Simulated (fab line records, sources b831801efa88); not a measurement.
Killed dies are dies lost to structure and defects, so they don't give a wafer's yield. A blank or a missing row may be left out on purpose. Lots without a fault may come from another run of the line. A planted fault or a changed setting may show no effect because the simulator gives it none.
Problem report in the 8D (eight disciplines) form, filled by code | flow sky130 | the parts of the form that need people (team, actions taken, sign-off) are left out

1. THE PROBLEM
VT_ADJUST_PCH_TW at SKY_VT_ADJUST_PCH_TW_MEAS_10 reads a mean of 148.3 on 6 wafers of 2 lots; wafers without a fault read 142.5 with a standard deviation of 0.79. That is +7.3 standard deviations from the usual mean.
First seen on wafer L417.1, day 11 08:23, on film_metro-03. The record holds 33 wafers of 11 lots with a number at this step. Rule for "out", or "out of limits": more than 4 standard deviations from the usual mean. The other wafers with a number count as sound.

2. WHAT IT IS AND WHAT IT IS NOT
question                    | is                     | is not
which readings at this step | VT_ADJUST_PCH_TW       | -
which lots                  | L417, L421             | L415, L424, L429, L430, L431, L433, L436, L437, L438
which wafers of those lots  | all that have a number | -
read on which gauges        | film_metro-03          | film_metro-02, film_metro-04
when                        | from day 11 08:23      | up to then (3 sound wafers); but 24 sound wafers of L424, L429, L430, L431, L433, L436, L437, L438 came after

3. SUSPECTS, AND WHAT RULES EACH OUT
Counting: a tool at a process step up to the reading stays a suspect if it ran every lot that is out and no sound lot after the first of them.
- the gauge at SKY_VT_ADJUST_PCH_TW_MEAS_10: ruled out. All the wafers that are out were read on film_metro-03, but those of them that SKY_VT_ADJUST_PCH_IMPLANT_08 has rows for are out there too, on other tools.
- implanter-01 at SKY_VT_ADJUST_PCH_IMPLANT_08: ruled out as a lasting fault. Sound lots L430, L431, L438 ran on it after its first lot that is out, L417 (day 11 08:08).
Left after counting: nothing in the record.

4. THE CAUSE (what the simulator had put in)
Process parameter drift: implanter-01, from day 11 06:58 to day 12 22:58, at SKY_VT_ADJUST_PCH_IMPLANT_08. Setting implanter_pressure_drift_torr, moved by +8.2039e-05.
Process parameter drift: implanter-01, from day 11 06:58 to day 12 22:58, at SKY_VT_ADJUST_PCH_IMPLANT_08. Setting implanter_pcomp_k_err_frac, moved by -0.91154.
Counting ruled it out, wrongly: the rule takes a fault to strike every lot that its tool runs from its start on, and this one did not.

5. THE CHAIN OF EFFECTS, in route order
Each row: a reading whose mean over the struck wafers that have a number lies more than 3 standard deviations from the usual. Only readings for which the record gives a usual standard deviation are gone through. hours: the time from each lot's start at the first step in this table that gives one to its start at this step, as a median over the lots. sigmas: the change in usual standard deviations.
hours | step                         | reading                   | usual         | on struck wafers | change    | sigmas
0     | SKY_VT_ADJUST_PCH_IMPLANT_08 | beam_on_s                 | 10.01 s       | 11.78            | +1.77     | +8.4
0     | SKY_VT_ADJUST_PCH_IMPLANT_08 | end_station_pressure_torr | 4.98e-06 Torr | 8.83e-05         | +8.33e-05 | +99 or more
0     | SKY_VT_ADJUST_PCH_IMPLANT_08 | faraday_current_uA        | 2.82          | 2.38             | -0.44     | -7.5
0     | SKY_VT_ADJUST_PCH_TW_MEAS_10 | VT_ADJUST_PCH_TW          | 142.5         | 148.3            | +5.8      | +7.3
The process steps in it:
- SKY_VT_ADJUST_PCH_IMPLANT_08

6. WHAT WOULD HAVE CAUGHT IT SOONER
In this record the first reading out of limits at a measuring or inspecting step was taken at day 11 08:23, 1 hour after the fault began at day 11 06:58.
The tool's own readings at SKY_VT_ADJUST_PCH_IMPLANT_08 were out on every struck wafer that the step has a row for (beam_on_s, end_station_pressure_torr, faraday_current_uA): an alarm limit on them would have fired on the first of those.
